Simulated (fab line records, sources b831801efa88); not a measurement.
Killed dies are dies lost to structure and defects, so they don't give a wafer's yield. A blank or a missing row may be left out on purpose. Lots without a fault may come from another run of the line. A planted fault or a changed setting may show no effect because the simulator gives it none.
A struck lot beside a sound one | flow gf180mcu | 18 steps out of a route of 602
Sound: wafers L837.2, L837.4, L837.6. Struck: wafers L835.2, L835.3, L835.4. The cause comes at the end.
At each step with rows: each side's tool, then ch and its chambers, then its first start. Under that, the readings that differ: sound wafers | struck wafers | difference of the means | sigmas: that difference in standard deviations of wafers without a fault.
alike: readings whose means differ by less than 2 such deviations, and words and numbers that are the same on both sides. not compared: withheld readings, readings that some wafer has no value for, bounds like >300 that may hide the same value, and numbers for which the record gives no deviation and whose values overlap.
The two part at a step that has a row with sigmas, a row that says differs or no value, or rows on one side only. Numbers that don't overlap but have no deviation are shown without sigmas and don't part them. A reading that every wafer of one side lacks parts them only if that side has two wafers or more.

GF_HV_LDD_CD_MEAS_31: target cd 400 nm.
  sound on cd_sem-01, day 14 20:29; struck on cd_sem-02, day 14 07:26
  alike: cd_nm
GF_HV_LDD_OVL_MEAS_32:
  sound on overlay-02, day 14 20:35; struck on overlay-01, day 14 07:32
  alike: HV_LDD_02_OVL
then, 4 steps without rows for these wafers: GF_HV_LDD_IMPLANT_33; GF_HV_LDD_IMPLANT_34; GF_HV_LDD_IMPLANT_35; GF_HV_LDD_IMPLANT_36.
GF_HV_LDD_STRIP_37: strips in O2/N2.
  sound on plasma_asher-04 ch 0,1, day 14 21:13; struck on plasma_asher-02 ch 0,1, day 14 08:10
  alike: chamber_pressure_mTorr, drypump_motor_current_A, heater_power_w, oes_product_au, strip_time_to_endpoint_s
  not compared: rf_hours_counter_h
GF_HV_LDD_TW_MEAS_38:
  sound on film_metro-04, day 14 21:19; struck on film_metro-03, day 14 08:17
  alike: HV_LDD_3_TW
then, 4 steps without rows for these wafers: GF_HV_LDD_DEHYDRATE_39 (time 60 s); GF_HV_LDD_HMDS_40 (prime time 60 s); GF_HV_LDD_COAT_41 (resist thk 1000 nm); GF_HV_LDD_SOFTBAKE_42 (time 60 s).
GF_HV_LDD_EXPOSE_43: exposes mask Pplus HV AREA, target cd 400 nm.
  sound on iline_stepper-01 ch 0, day 15 07:42; struck on iline_stepper-02 ch 0, day 14 19:33
  reading                        | sound                | struck            | difference | sigmas
  model.HV_LDD.overlay_x_nm (nm) | 0.3822 0.3822 0.3822 | 244.4 244.4 244.4 | +244.0     |
  alike: mask
then, 2 steps without rows for these wafers: GF_HV_LDD_PEB_44; GF_HV_LDD_DEVELOP_45 (develop time 60 s).
GF_HV_LDD_CD_MEAS_46: target cd 400 nm.
  sound on cd_sem-02, day 15 18:14; struck on cd_sem-01, day 15 05:38
  alike: cd_nm
GF_HV_LDD_OVL_MEAS_47:
  sound on overlay-02, day 15 18:20; struck on overlay-01, day 15 05:56
  reading            | sound        | struck            | difference | sigmas
  HV_LDD_03_OVL (nm) | -2.0 1.2 0.1 | 243.4 242.8 244.0 | +243.6     | +99 or more
  not compared: hold
then, 1 step without rows for these wafers: GF_PASSIVATION_PROBE_99.

WHERE THEY PART
Only at GF_HV_LDD_OVL_MEAS_47, within this record.

WHY: what the simulator had put in
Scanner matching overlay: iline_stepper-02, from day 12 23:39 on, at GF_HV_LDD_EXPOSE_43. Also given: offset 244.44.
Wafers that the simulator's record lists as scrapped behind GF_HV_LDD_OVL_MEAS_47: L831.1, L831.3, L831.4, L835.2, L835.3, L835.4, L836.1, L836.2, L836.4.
